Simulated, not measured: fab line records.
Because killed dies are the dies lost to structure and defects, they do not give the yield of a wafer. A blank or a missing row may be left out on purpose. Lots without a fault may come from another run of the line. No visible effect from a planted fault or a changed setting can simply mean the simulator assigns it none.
fab line records / flow gf180mcu / part 2 of 2: steps 24 to 32 of 32
record lots=5 wafers=15 last_day=32
route steps=602 shown V4@486 MIM@503
lots untouched by any fault: they come from a run of this same line in which no faults occurred
start_h: the number of hours between the record's first day and the start of the first shown wafer of the lot / wait_h: how many hours have passed since the lot's step before this one / " as in the row above / L1.1+2: a row that stands for several wafers / - either no value or no given start / * or withheld: withheld / < > ~ a bound
route shown NAME@n: names a module that has steps shown in the file, with the first one's number in the route / usual: mean/standard deviation taken from wafers without a fault / same: alike in all rows / chamber/n: place in a boat / sites: the reading at each site / _std_site: the values' standard deviation / _edge_site: inner sites' mean taken away from outer sites' mean / radius_mm: how far each site lies from the wafer's centre / mask NAME#n: copy n / behind: the most recent tool/chamber to have shaped the wafer / hold: what put the lot on hold/how long, in hours/how the hold closed / device: which transistor (n, p or np) failed to switch / end of line: tests of these same wafers at the route's end / a step without rows: its recipe alone / killed: the dies lost at the first sort to structure and to defects; this is not the yield of the wafer / map: per-die view of a wafer (x killed, . not killed, _ where there is no die)
set.NAME: the setting that was run; set.NAME@STEP: the one run at that earlier step / model.NAME: the simulator's own value behind a step, which no gauge read
lots at some steps of the route; a table a step, a row a wafer
services: a tool's chamber out of use, with start hour (start_h, from the record's first day; less than 0 if before it), hours out, and reason
## steps
# step GF_MIM_THK_MEAS_06
# recipe reads=Si3N4_of_MIM_CVD_05
# usual MIM_CVD_05_THK=42.0/0.55
lot.wafer=L076.2 tool=film_metro-03 chamber=- start_h=581.42 wait_h=0.0 MIM_CVD_05_THK[nm]=41.9
lot.wafer=L076.4 tool=film_metro-03 chamber=- start_h=581.42 wait_h=0.0 MIM_CVD_05_THK[nm]=42.4
lot.wafer=L076.6 tool=film_metro-03 chamber=- start_h=581.42 wait_h=0.0 MIM_CVD_05_THK[nm]=42.3
lot.wafer=L078.2 tool=film_metro-01 chamber=- start_h=595.53 wait_h=0.0 MIM_CVD_05_THK[nm]=41.2
lot.wafer=L078.4 tool=film_metro-01 chamber=- start_h=595.53 wait_h=0.0 MIM_CVD_05_THK[nm]=41.7
lot.wafer=L078.5 tool=film_metro-01 chamber=- start_h=595.53 wait_h=0.0 MIM_CVD_05_THK[nm]=42.2
lot.wafer=L081.2 tool=film_metro-03 chamber=- start_h=619.42 wait_h=0.0 MIM_CVD_05_THK[nm]=42.2
lot.wafer=L081.5 tool=film_metro-03 chamber=- start_h=619.42 wait_h=0.0 MIM_CVD_05_THK[nm]=42.7
lot.wafer=L081.6 tool=film_metro-03 chamber=- start_h=619.42 wait_h=0.0 MIM_CVD_05_THK[nm]=42.3
lot.wafer=L083.1 tool=film_metro-02 chamber=- start_h=637.28 wait_h=0.0 MIM_CVD_05_THK[nm]=42.1
lot.wafer=L083.2 tool=film_metro-02 chamber=- start_h=637.28 wait_h=0.0 MIM_CVD_05_THK[nm]=42.1
lot.wafer=L083.4 tool=film_metro-02 chamber=- start_h=637.28 wait_h=0.0 MIM_CVD_05_THK[nm]=42.7
lot.wafer=L086.1 tool=film_metro-02 chamber=- start_h=660.62 wait_h=0.0 MIM_CVD_05_THK[nm]=41.5
lot.wafer=L086.3 tool=film_metro-02 chamber=- start_h=660.62 wait_h=0.0 MIM_CVD_05_THK[nm]=41.5
lot.wafer=L086.4 tool=film_metro-02 chamber=- start_h=660.62 wait_h=0.0 MIM_CVD_05_THK[nm]=42.5
# step GF_MIM_SPUTTER_07
# recipe material=TiN target_thk_nm=60 power_w=6500 time_s=50 chamber_pressure_pa=0.4
# usual throttle_valve_pct=30.8/1.1
# same time_s=50
lot.wafer=L076.2 tool=pvd_sputter-02 chamber=- start_h=581.47 wait_h=0.0 throttle_valve_pct=30.7
lot.wafer=L076.4 tool=pvd_sputter-02 chamber=- start_h=581.47 wait_h=0.0 throttle_valve_pct=31.5
lot.wafer=L076.6 tool=pvd_sputter-02 chamber=- start_h=581.47 wait_h=0.0 throttle_valve_pct=30.3
lot.wafer=L078.2 tool=pvd_sputter-02 chamber=- start_h=595.58 wait_h=0.0 throttle_valve_pct=31.7
lot.wafer=L078.4 tool=pvd_sputter-02 chamber=- start_h=595.58 wait_h=0.0 throttle_valve_pct=31.6
lot.wafer=L078.5 tool=pvd_sputter-02 chamber=- start_h=595.58 wait_h=0.0 throttle_valve_pct=31.2
lot.wafer=L081.2 tool=pvd_sputter-02 chamber=- start_h=619.47 wait_h=0.0 throttle_valve_pct=30.0
lot.wafer=L081.5 tool=pvd_sputter-02 chamber=- start_h=619.47 wait_h=0.0 throttle_valve_pct=31.1
lot.wafer=L081.6 tool=pvd_sputter-02 chamber=- start_h=619.47 wait_h=0.0 throttle_valve_pct=31.7
lot.wafer=L083.1 tool=pvd_sputter-02 chamber=- start_h=637.34 wait_h=0.1 throttle_valve_pct=30.2
lot.wafer=L083.2 tool=pvd_sputter-02 chamber=- start_h=637.34 wait_h=0.1 throttle_valve_pct=31.3
lot.wafer=L083.4 tool=pvd_sputter-02 chamber=- start_h=637.34 wait_h=0.1 throttle_valve_pct=31.8
lot.wafer=L086.1 tool=pvd_sputter-02 chamber=- start_h=660.68 wait_h=0.1 throttle_valve_pct=31.6
lot.wafer=L086.3 tool=pvd_sputter-02 chamber=- start_h=660.68 wait_h=0.1 throttle_valve_pct=31.7
lot.wafer=L086.4 tool=pvd_sputter-02 chamber=- start_h=660.68 wait_h=0.1 throttle_valve_pct=30.2
# step GF_MIM_SPUTTER_08
# recipe material=AlCu target_thk_nm=200 power_w=10600 time_s=10.6 chamber_pressure_pa=0.4
# usual throttle_valve_pct=30.7/1.1
# same time_s=10.6
lot.wafer=L076.2 tool=pvd_sputter-02 chamber=- start_h=581.52 wait_h=0.0 throttle_valve_pct=30.5
lot.wafer=L076.4 tool=pvd_sputter-02 chamber=- start_h=581.52 wait_h=0.0 throttle_valve_pct=31.7
lot.wafer=L076.6 tool=pvd_sputter-02 chamber=- start_h=581.52 wait_h=0.0 throttle_valve_pct=30.2
lot.wafer=L078.2 tool=pvd_sputter-02 chamber=- start_h=595.63 wait_h=0.0 throttle_valve_pct=31.7
lot.wafer=L078.4 tool=pvd_sputter-02 chamber=- start_h=595.63 wait_h=0.0 throttle_valve_pct=31.4
lot.wafer=L078.5 tool=pvd_sputter-02 chamber=- start_h=595.63 wait_h=0.0 throttle_valve_pct=31.3
lot.wafer=L081.2 tool=pvd_sputter-02 chamber=- start_h=619.52 wait_h=0.0 throttle_valve_pct=30.2
lot.wafer=L081.5 tool=pvd_sputter-02 chamber=- start_h=619.52 wait_h=0.0 throttle_valve_pct=31.4
lot.wafer=L081.6 tool=pvd_sputter-02 chamber=- start_h=619.52 wait_h=0.0 throttle_valve_pct=31.6
lot.wafer=L083.1 tool=pvd_sputter-02 chamber=- start_h=637.38 wait_h=0.0 throttle_valve_pct=30.2
lot.wafer=L083.2 tool=pvd_sputter-02 chamber=- start_h=637.38 wait_h=0.0 throttle_valve_pct=31.0
lot.wafer=L083.4 tool=pvd_sputter-02 chamber=- start_h=637.38 wait_h=0.0 throttle_valve_pct=31.7
lot.wafer=L086.1 tool=pvd_sputter-02 chamber=- start_h=660.73 wait_h=0.0 throttle_valve_pct=31.3
lot.wafer=L086.3 tool=pvd_sputter-02 chamber=- start_h=660.73 wait_h=0.0 throttle_valve_pct=31.7
lot.wafer=L086.4 tool=pvd_sputter-02 chamber=- start_h=660.73 wait_h=0.0 throttle_valve_pct=30.2
# step GF_MIM_SPUTTER_09
# recipe material=TiN target_thk_nm=35 power_w=6500 time_s=29.2 chamber_pressure_pa=0.4
# usual throttle_valve_pct=30.8/1.1
# same time_s=29.2
lot.wafer=L076.2 tool=pvd_sputter-02 chamber=- start_h=581.54 wait_h=0.0 throttle_valve_pct=30.2
lot.wafer=L076.4 tool=pvd_sputter-02 chamber=- start_h=581.54 wait_h=0.0 throttle_valve_pct=31.8
lot.wafer=L076.6 tool=pvd_sputter-02 chamber=- start_h=581.54 wait_h=0.0 throttle_valve_pct=30.2
lot.wafer=L078.2 tool=pvd_sputter-02 chamber=- start_h=595.65 wait_h=0.0 throttle_valve_pct=31.7
lot.wafer=L078.4 tool=pvd_sputter-02 chamber=- start_h=595.65 wait_h=0.0 throttle_valve_pct=31.9
lot.wafer=L078.5 tool=pvd_sputter-02 chamber=- start_h=595.65 wait_h=0.0 throttle_valve_pct=31.1
lot.wafer=L081.2 tool=pvd_sputter-02 chamber=- start_h=619.54 wait_h=0.0 throttle_valve_pct=30.3
lot.wafer=L081.5 tool=pvd_sputter-02 chamber=- start_h=619.54 wait_h=0.0 throttle_valve_pct=31.2
lot.wafer=L081.6 tool=pvd_sputter-02 chamber=- start_h=619.54 wait_h=0.0 throttle_valve_pct=31.7
lot.wafer=L083.1 tool=pvd_sputter-02 chamber=- start_h=637.40 wait_h=0.0 throttle_valve_pct=30.1
lot.wafer=L083.2 tool=pvd_sputter-02 chamber=- start_h=637.40 wait_h=0.0 throttle_valve_pct=31.2
lot.wafer=L083.4 tool=pvd_sputter-02 chamber=- start_h=637.40 wait_h=0.0 throttle_valve_pct=31.6
lot.wafer=L086.1 tool=pvd_sputter-02 chamber=- start_h=660.75 wait_h=0.0 throttle_valve_pct=31.8
lot.wafer=L086.3 tool=pvd_sputter-02 chamber=- start_h=660.75 wait_h=0.0 throttle_valve_pct=31.7
lot.wafer=L086.4 tool=pvd_sputter-02 chamber=- start_h=660.75 wait_h=0.0 throttle_valve_pct=30.1
# step GF_MIM_RS_MEAS_10
# recipe thk_meas_gauge=four-point-probe reads=TiN_of_MIM_SPUTTER_09+AlCu_of_MIM_SPUTTER_08+TiN_of_MIM_SPUTTER_07
# usual MIM_ALCU_RS=0.1606/0.0021
lot.wafer=L076.2 tool=film_metro-03 chamber=- start_h=581.59 wait_h=0.0 MIM_ALCU_RS[ohm/sq]=0.1606
lot.wafer=L076.4 tool=film_metro-03 chamber=- start_h=581.59 wait_h=0.0 MIM_ALCU_RS[ohm/sq]=0.1627
lot.wafer=L076.6 tool=film_metro-03 chamber=- start_h=581.59 wait_h=0.0 MIM_ALCU_RS[ohm/sq]=0.1602
lot.wafer=L078.2 tool=film_metro-01 chamber=- start_h=595.70 wait_h=0.0 MIM_ALCU_RS[ohm/sq]=0.1605
lot.wafer=L078.4 tool=film_metro-01 chamber=- start_h=595.70 wait_h=0.0 MIM_ALCU_RS[ohm/sq]=0.1586
lot.wafer=L078.5 tool=film_metro-01 chamber=- start_h=595.70 wait_h=0.0 MIM_ALCU_RS[ohm/sq]=0.1607
lot.wafer=L081.2 tool=film_metro-01 chamber=- start_h=619.59 wait_h=0.0 MIM_ALCU_RS[ohm/sq]=0.1579
lot.wafer=L081.5 tool=film_metro-01 chamber=- start_h=619.59 wait_h=0.0 MIM_ALCU_RS[ohm/sq]=0.1610
lot.wafer=L081.6 tool=film_metro-01 chamber=- start_h=619.59 wait_h=0.0 MIM_ALCU_RS[ohm/sq]=0.1583
lot.wafer=L083.1 tool=film_metro-02 chamber=- start_h=637.44 wait_h=0.0 MIM_ALCU_RS[ohm/sq]=0.1602
lot.wafer=L083.2 tool=film_metro-02 chamber=- start_h=637.44 wait_h=0.0 MIM_ALCU_RS[ohm/sq]=0.1637
lot.wafer=L083.4 tool=film_metro-02 chamber=- start_h=637.44 wait_h=0.0 MIM_ALCU_RS[ohm/sq]=0.1609
lot.wafer=L086.1 tool=film_metro-01 chamber=- start_h=660.78 wait_h=0.0 MIM_ALCU_RS[ohm/sq]=0.1586
lot.wafer=L086.3 tool=film_metro-01 chamber=- start_h=660.78 wait_h=0.0 MIM_ALCU_RS[ohm/sq]=0.1585
lot.wafer=L086.4 tool=film_metro-01 chamber=- start_h=660.78 wait_h=0.0 MIM_ALCU_RS[ohm/sq]=0.1572
# step GF_MIM_THK_MEAS_11
# recipe thk_meas_gauge=xrf reads=AlCu_of_MIM_SPUTTER_08
# usual MIM_ALCU_THK=197.7/2.5
lot.wafer=L076.2 tool=film_metro-03 chamber=- start_h=581.70 wait_h=0.1 MIM_ALCU_THK[nm]=197.1
lot.wafer=L076.4 tool=film_metro-03 chamber=- start_h=581.70 wait_h=0.1 MIM_ALCU_THK[nm]=195.6
lot.wafer=L076.6 tool=film_metro-03 chamber=- start_h=581.70 wait_h=0.1 MIM_ALCU_THK[nm]=198.3
lot.wafer=L078.2 tool=film_metro-01 chamber=- start_h=595.81 wait_h=0.1 MIM_ALCU_THK[nm]=197.4
lot.wafer=L078.4 tool=film_metro-01 chamber=- start_h=595.81 wait_h=0.1 MIM_ALCU_THK[nm]=199.4
lot.wafer=L078.5 tool=film_metro-01 chamber=- start_h=595.81 wait_h=0.1 MIM_ALCU_THK[nm]=198.6
lot.wafer=L081.2 tool=film_metro-01 chamber=- start_h=619.70 wait_h=0.1 MIM_ALCU_THK[nm]=200.7
lot.wafer=L081.5 tool=film_metro-01 chamber=- start_h=619.70 wait_h=0.1 MIM_ALCU_THK[nm]=196.5
lot.wafer=L081.6 tool=film_metro-01 chamber=- start_h=619.70 wait_h=0.1 MIM_ALCU_THK[nm]=200.5
lot.wafer=L083.1 tool=film_metro-02 chamber=- start_h=637.56 wait_h=0.1 MIM_ALCU_THK[nm]=198.2
lot.wafer=L083.2 tool=film_metro-02 chamber=- start_h=637.56 wait_h=0.1 MIM_ALCU_THK[nm]=193.3
lot.wafer=L083.4 tool=film_metro-02 chamber=- start_h=637.56 wait_h=0.1 MIM_ALCU_THK[nm]=196.7
lot.wafer=L086.1 tool=film_metro-01 chamber=- start_h=660.90 wait_h=0.1 MIM_ALCU_THK[nm]=201.0
lot.wafer=L086.3 tool=film_metro-01 chamber=- start_h=660.90 wait_h=0.1 MIM_ALCU_THK[nm]=200.1
lot.wafer=L086.4 tool=film_metro-01 chamber=- start_h=660.90 wait_h=0.1 MIM_ALCU_THK[nm]=202.0
# step GF_MIM_DEHYDRATE_12
# recipe temp_c=200 time_s=60
# usual chill_plate_temp_C=22.99/0.11 heater_power_total_W=160.35/0.13 resist_line_temp_C=23.00/0.098
# same time_s=60
lot.wafer=L076.2 tool=litho_track-03 chamber=0 start_h=591.31 wait_h=9.6 chill_plate_temp_C=23.04 heater_power_total_W=160.56 resist_line_temp_C=22.93
lot.wafer=L076.4 tool=litho_track-03 chamber=0 start_h=591.31 wait_h=9.6 chill_plate_temp_C=23.11 heater_power_total_W=160.44 resist_line_temp_C=23.21
lot.wafer=L076.6 tool=litho_track-03 chamber=0 start_h=591.31 wait_h=9.6 chill_plate_temp_C=23.08 heater_power_total_W=160.33 resist_line_temp_C=22.91
lot.wafer=L078.2 tool=litho_track-01 chamber=0 start_h=605.75 wait_h=9.9 chill_plate_temp_C=22.99 heater_power_total_W=160.25 resist_line_temp_C=22.99
lot.wafer=L078.4 tool=litho_track-01 chamber=0 start_h=605.75 wait_h=9.9 chill_plate_temp_C=22.97 heater_power_total_W=160.54 resist_line_temp_C=23.04
lot.wafer=L078.5 tool=litho_track-01 chamber=0 start_h=605.75 wait_h=9.9 chill_plate_temp_C=22.93 heater_power_total_W=160.41 resist_line_temp_C=23.11
lot.wafer=L081.2 tool=litho_track-04 chamber=0 start_h=629.38 wait_h=9.7 chill_plate_temp_C=22.97 heater_power_total_W=160.31 resist_line_temp_C=23.13
lot.wafer=L081.5 tool=litho_track-04 chamber=0 start_h=629.38 wait_h=9.7 chill_plate_temp_C=23.07 heater_power_total_W=160.48 resist_line_temp_C=23.10
lot.wafer=L081.6 tool=litho_track-04 chamber=0 start_h=629.38 wait_h=9.7 chill_plate_temp_C=23.06 heater_power_total_W=160.34 resist_line_temp_C=22.95
lot.wafer=L083.1 tool=litho_track-04 chamber=0 start_h=646.81 wait_h=9.2 chill_plate_temp_C=22.93 heater_power_total_W=160.26 resist_line_temp_C=22.82
lot.wafer=L083.2 tool=litho_track-04 chamber=0 start_h=646.81 wait_h=9.2 chill_plate_temp_C=23.14 heater_power_total_W=160.31 resist_line_temp_C=23.09
lot.wafer=L083.4 tool=litho_track-04 chamber=0 start_h=646.81 wait_h=9.2 chill_plate_temp_C=22.99 heater_power_total_W=160.61 resist_line_temp_C=22.82
lot.wafer=L086.1 tool=litho_track-03 chamber=0 start_h=669.98 wait_h=9.1 chill_plate_temp_C=23.32 heater_power_total_W=160.19 resist_line_temp_C=23.05
lot.wafer=L086.3 tool=litho_track-03 chamber=0 start_h=669.98 wait_h=9.1 chill_plate_temp_C=23.05 heater_power_total_W=160.45 resist_line_temp_C=23.02
lot.wafer=L086.4 tool=litho_track-03 chamber=0 start_h=669.98 wait_h=9.1 chill_plate_temp_C=23.15 heater_power_total_W=160.23 resist_line_temp_C=22.95
# step GF_MIM_HMDS_13
# recipe prime_time_s=60 prime_temp_c=120
# usual chill_plate_temp_C=23.01/0.1 resist_line_temp_C=22.99/0.11
lot.wafer=L076.2 tool=litho_track-03 chamber=0 start_h=591.46 wait_h=0.1 chill_plate_temp_C=22.97 resist_line_temp_C=23.11
lot.wafer=L076.4 tool=litho_track-03 chamber=0 start_h=591.46 wait_h=0.1 chill_plate_temp_C=23.04 resist_line_temp_C=22.95
lot.wafer=L076.6 tool=litho_track-03 chamber=0 start_h=591.46 wait_h=0.1 chill_plate_temp_C=23.03 resist_line_temp_C=23.10
lot.wafer=L078.2 tool=litho_track-01 chamber=0 start_h=605.90 wait_h=0.1 chill_plate_temp_C=23.15 resist_line_temp_C=22.94
lot.wafer=L078.4 tool=litho_track-01 chamber=0 start_h=605.90 wait_h=0.1 chill_plate_temp_C=23.11 resist_line_temp_C=22.82
lot.wafer=L078.5 tool=litho_track-01 chamber=0 start_h=605.90 wait_h=0.1 chill_plate_temp_C=23.08 resist_line_temp_C=22.93
lot.wafer=L081.2 tool=litho_track-04 chamber=0 start_h=629.53 wait_h=0.1 chill_plate_temp_C=22.93 resist_line_temp_C=22.85
lot.wafer=L081.5 tool=litho_track-04 chamber=0 start_h=629.53 wait_h=0.1 chill_plate_temp_C=22.94 resist_line_temp_C=22.92
lot.wafer=L081.6 tool=litho_track-04 chamber=0 start_h=629.53 wait_h=0.1 chill_plate_temp_C=23.15 resist_line_temp_C=22.94
lot.wafer=L083.1 tool=litho_track-04 chamber=0 start_h=646.96 wait_h=0.1 chill_plate_temp_C=23.15 resist_line_temp_C=22.95
lot.wafer=L083.2 tool=litho_track-04 chamber=0 start_h=646.96 wait_h=0.1 chill_plate_temp_C=23.06 resist_line_temp_C=23.00
lot.wafer=L083.4 tool=litho_track-04 chamber=0 start_h=646.96 wait_h=0.1 chill_plate_temp_C=23.06 resist_line_temp_C=22.95
lot.wafer=L086.1 tool=litho_track-03 chamber=0 start_h=670.13 wait_h=0.1 chill_plate_temp_C=22.99 resist_line_temp_C=23.01
lot.wafer=L086.3 tool=litho_track-03 chamber=0 start_h=670.13 wait_h=0.1 chill_plate_temp_C=23.01 resist_line_temp_C=22.91
lot.wafer=L086.4 tool=litho_track-03 chamber=0 start_h=670.13 wait_h=0.1 chill_plate_temp_C=23.00 resist_line_temp_C=22.89
# step GF_MIM_COAT_14
# recipe resist=NOVOLAK spin_rpm=3000 resist_thk_nm=1000
# usual chill_plate_temp_C=23.01/0.1 resist_line_temp_C=23.04/0.098 spin_speed_rpm=2999.7/1.9
lot.wafer=L076.2 tool=litho_track-03 chamber=0 start_h=591.61 wait_h=0.1 chill_plate_temp_C=23.03 resist_line_temp_C=22.89 spin_speed_rpm=3001.6
lot.wafer=L076.4 tool=litho_track-03 chamber=0 start_h=591.61 wait_h=0.1 chill_plate_temp_C=23.07 resist_line_temp_C=22.81 spin_speed_rpm=2998.4
lot.wafer=L076.6 tool=litho_track-03 chamber=0 start_h=591.61 wait_h=0.1 chill_plate_temp_C=23.10 resist_line_temp_C=23.05 spin_speed_rpm=2999.2
lot.wafer=L078.2 tool=litho_track-01 chamber=0 start_h=606.05 wait_h=0.1 chill_plate_temp_C=23.07 resist_line_temp_C=23.13 spin_speed_rpm=3002.5
lot.wafer=L078.4 tool=litho_track-01 chamber=0 start_h=606.05 wait_h=0.1 chill_plate_temp_C=23.02 resist_line_temp_C=23.03 spin_speed_rpm=3000.8
lot.wafer=L078.5 tool=litho_track-01 chamber=0 start_h=606.05 wait_h=0.1 chill_plate_temp_C=23.05 resist_line_temp_C=23.24 spin_speed_rpm=3001.6
lot.wafer=L081.2 tool=litho_track-04 chamber=0 start_h=629.68 wait_h=0.1 chill_plate_temp_C=23.03 resist_line_temp_C=23.20 spin_speed_rpm=2999.7
lot.wafer=L081.5 tool=litho_track-04 chamber=0 start_h=629.68 wait_h=0.1 chill_plate_temp_C=22.92 resist_line_temp_C=23.17 spin_speed_rpm=3000.0
lot.wafer=L081.6 tool=litho_track-04 chamber=0 start_h=629.68 wait_h=0.1 chill_plate_temp_C=22.88 resist_line_temp_C=23.14 spin_speed_rpm=3003.5
lot.wafer=L083.1 tool=litho_track-04 chamber=0 start_h=647.11 wait_h=0.1 chill_plate_temp_C=22.87 resist_line_temp_C=22.99 spin_speed_rpm=2998.9
lot.wafer=L083.2 tool=litho_track-04 chamber=0 start_h=647.11 wait_h=0.1 chill_plate_temp_C=22.94 resist_line_temp_C=23.04 spin_speed_rpm=2999.6
lot.wafer=L083.4 tool=litho_track-04 chamber=0 start_h=647.11 wait_h=0.1 chill_plate_temp_C=22.99 resist_line_temp_C=23.15 spin_speed_rpm=3000.9
lot.wafer=L086.1 tool=litho_track-03 chamber=0 start_h=670.28 wait_h=0.1 chill_plate_temp_C=23.04 resist_line_temp_C=23.09 spin_speed_rpm=2996.2
lot.wafer=L086.3 tool=litho_track-03 chamber=0 start_h=670.28 wait_h=0.1 chill_plate_temp_C=23.21 resist_line_temp_C=23.14 spin_speed_rpm=2999.2
lot.wafer=L086.4 tool=litho_track-03 chamber=0 start_h=670.28 wait_h=0.1 chill_plate_temp_C=23.15 resist_line_temp_C=23.07 spin_speed_rpm=2999.7
## services
tool=pecvd-04 chamber=0 start_h=544.33 hours=23.0 kind=repair
tool=pecvd-03 chamber=- start_h=545.10 hours=2.8 kind=pm
tool=pvd_sputter-04 chamber=- start_h=546.64 hours=8.8 kind=repair
tool=krf_scanner-02 chamber=- start_h=551.14 hours=1.6 kind=repair
tool=rie_diel-04 chamber=0 start_h=551.32 hours=2.2 kind=repair
tool=krf_scanner-02 chamber=- start_h=560.70 hours=0.3 kind=repair
tool=pvd_sputter-03 chamber=- start_h=566.60 hours=1.1 kind=repair
tool=cmp-01 chamber=- start_h=572.21 hours=4.0 kind=pm
tool=krf_scanner-01 chamber=- start_h=589.22 hours=1.3 kind=pm
tool=pecvd-04 chamber=- start_h=590.48 hours=0.4 kind=repair
tool=cmp-02 chamber=- start_h=591.07 hours=0.6 kind=repair
tool=pecvd-03 chamber=- start_h=591.12 hours=14.0 kind=pm
tool=pecvd-03 chamber=0 start_h=591.93 hours=2.4 kind=repair
tool=krf_scanner-02 chamber=- start_h=596.39 hours=0.3 kind=repair
tool=cmp-01 chamber=- start_h=608.49 hours=7.0 kind=pm
tool=pvd_sputter-03 chamber=- start_h=609.95 hours=7.4 kind=repair
tool=pvd_sputter-03 chamber=- start_h=614.79 hours=6.3 kind=repair
tool=rie_diel-04 chamber=- start_h=618.66 hours=2.8 kind=pm
tool=krf_scanner-02 chamber=- start_h=621.54 hours=1.0 kind=pm
tool=krf_scanner-02 chamber=- start_h=623.83 hours=0.8 kind=pm
tool=wet_bench-03 chamber=- start_h=629.36 hours=10.3 kind=repair
tool=krf_scanner-01 chamber=- start_h=645.26 hours=2.7 kind=repair
tool=pvd_sputter-02 chamber=- start_h=649.45 hours=1.7 kind=repair
tool=krf_scanner-01 chamber=- start_h=657.91 hours=1.0 kind=pm
